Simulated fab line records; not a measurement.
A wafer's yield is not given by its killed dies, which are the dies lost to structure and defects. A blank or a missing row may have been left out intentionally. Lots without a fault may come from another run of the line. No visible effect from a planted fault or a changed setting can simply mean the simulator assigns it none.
Problem report, 8D (eight disciplines) form, completed by code -- flow sfq_line -- the parts of the form that need people (team, actions taken, sign-off) are left out

== 1. THE PROBLEM ==
M0_NB_RS at SFQ_M0_RS_MEAS_904 reads a mean of 0.810 ohm/sq on 4 wafers of 3 lots; wafers without a fault read 0.889 ohm/sq with a standard deviation of 0.0098. That puts it -8.1 standard deviations away from the usual mean.
The step: measures by four-point-probe.
The first sign was on wafer L230.3 at day 11 04:55, on film_metro-04. Wafers with a number at this step in the record: 45, from 15 lots. By rule, "out" or "out of limits" means more than 4 standard deviations away from the usual mean. The other wafers with a number count as sound.

== 2. WHAT IT IS, AND WHAT IT ISN'T ==
question,is,is not
which readings at this step,M0_NB_RS,-
which lots,"L230, L232, L233","L220, L221, L222, L223, L224, L225, L231, L237, L238, L240, L242, L243"
which wafers of those lots,"L230.3, L232.3, L233.3, L233.4","L230.2, L230.5, L232.1, L232.6, L233.6"
read on which gauges,film_metro-04,"film_metro-01, film_metro-03"
when,from day 11 04:55,"up to then (20 sound wafers); but 21 sound wafers of L231, L232, L233, L237, L238, L240, L242, L243 came after"

== 3. WHAT RULES OUT EACH SUSPECT ==
Counting: if a tool at a process step up to the reading ran every lot that is out, it stays a suspect. Sound lots after the first of them don't rule it out here, since some wafers of a struck lot are sound.
- the gauge at SFQ_M0_RS_MEAS_904 is ruled out. All the wafers that are out were read on film_metro-04, but those of them that SFQ_TRILAYER_M0_ETCH_METAL_ETCH_024 has rows for are out there too, on other tools.
- pvd_sputter-05 at SFQ_TRILAYER_M0_DEP_SPUTTER_019 (material Nb, target thk 200 nm, time 133.3 s): kept. It processed each lot that is out (first: L230, day 11 04:49); up to then, its last sound lot is L225 (day 9 07:43).
After counting, what remains is pvd_sputter-05 at SFQ_TRILAYER_M0_DEP_SPUTTER_019.

== 4. THE CAUSE (what the simulator had put in) ==
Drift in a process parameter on pvd_sputter-05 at SFQ_TRILAYER_M0_DEP_SPUTTER_019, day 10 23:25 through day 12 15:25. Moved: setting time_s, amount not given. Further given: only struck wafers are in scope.
Counting left only this tool.

== 5. THE EFFECT CHAIN, in route order ==
Each row: a reading whose mean over the struck wafers that have a number lies more than 3 standard deviations from the usual. Scope: only readings with a usual standard deviation given in the record; hours: median across lots of the time from each lot's start at the first step in this table that gives one to its start at this step; sigmas: change in usual standard deviations.
hours,step,reading,usual,on struck wafers,change,sigmas
0,SFQ_M0_RS_MEAS_904,M0_NB_RS,0.889 ohm/sq,0.810,-0.079,-8.1
118,SFQ_TRILAYER_M0_ETCH_METAL_ETCH_024,oes_product_au,0.894 a.u.,0.947,+0.053,+8.1
It contains these process steps:
- SFQ_TRILAYER_M0_ETCH_METAL_ETCH_024: etches Nb in Cl2/Ar, stops on SiO2, target depth 240 nm, time 120 s.

== 6. HOW IT WOULD HAVE BEEN CAUGHT EARLIER ==
The first out-of-limits reading at a measuring or inspecting step in this record came at day 11 04:55, 6 hours after the fault's start at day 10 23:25.
Of the tool readings at SFQ_TRILAYER_M0_DEP_SPUTTER_019 for which the record gives a usual standard deviation, none was out on any struck wafer, so an alarm limit of 4 standard deviations on them would not have fired.
Lots out: 3; of these, L232, L233 started SFQ_TRILAYER_M0_DEP_SPUTTER_019 on pvd_sputter-05 after day 11 04:55. A hold on the tool at that time would have spared those 2.
